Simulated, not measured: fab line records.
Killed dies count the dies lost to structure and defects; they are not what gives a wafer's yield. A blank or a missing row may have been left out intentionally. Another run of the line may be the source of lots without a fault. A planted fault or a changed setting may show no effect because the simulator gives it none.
Chamber matching -- flow gf180mcu -- GF_V4_ETCH_16 on rie-diel-04: 4 sister chambers
The step etches BARC in N2/H2. 8 wafers are shown with their chamber, then 11 later ones without.

## WAFERS WITH THEIR CHAMBER
wafer,chamber,drypump-motor-current-A (A),rf-fwd-power-W (W)
L086.2,0,5.6,493.3
L088.3,2,6.0,492.5
L088.5,3,5.4,497.1
L088.6,0,5.5,494.9
L089.2,1,6.3,493.5
L089.3,2,6.0,492.0
L089.5,3,5.4,498.4
L090.1,1,6.3,494.6

## WAFERS MISSING THEIR CHAMBER
wafer,drypump-motor-current-A (A),rf-fwd-power-W (W)
L090.2,5.5,498.1
L090.3,6.1,492.8
L092.1,5.4,495.9
L092.2,6.1,492.8
L092.5,6.3,497.0
L094.4,6.3,494.0
L094.5,5.6,494.1
L094.6,6.1,493.3
L095.1,6.3,492.2
L095.4,5.6,495.0
L095.5,6.4,492.9

## CHAMBER TAKEN BY EACH
wafer,from the rows above,in truth
L090.2,3,3
L090.3,2,2
L092.1,3,3
L092.2,2,2
L092.5,1,1
L094.4,1,1
L094.5,0,0
L094.6,2,2
L095.1,1,1
L095.4,0,0
L095.5,1,1
11 of 11 placed correctly. Can't be placed from these rows: 0. Wrongly placed: 0.
How it was worked out, from the rows above alone: a wafer's distance from a chamber is the root of the sum, over the readings, of the square of ((its reading less the chamber's mean) divided by the reading's scatter). The wafer belongs to the nearest chamber; if the next one is less than 2 further off, it can't be placed. For every chamber, the mean is computed from those of its wafers that are shown. How the scatter is found: for the shown wafers, subtract from each reading the mean of its chamber, square and add these, divide the total by (wafers less chambers), then take the root.
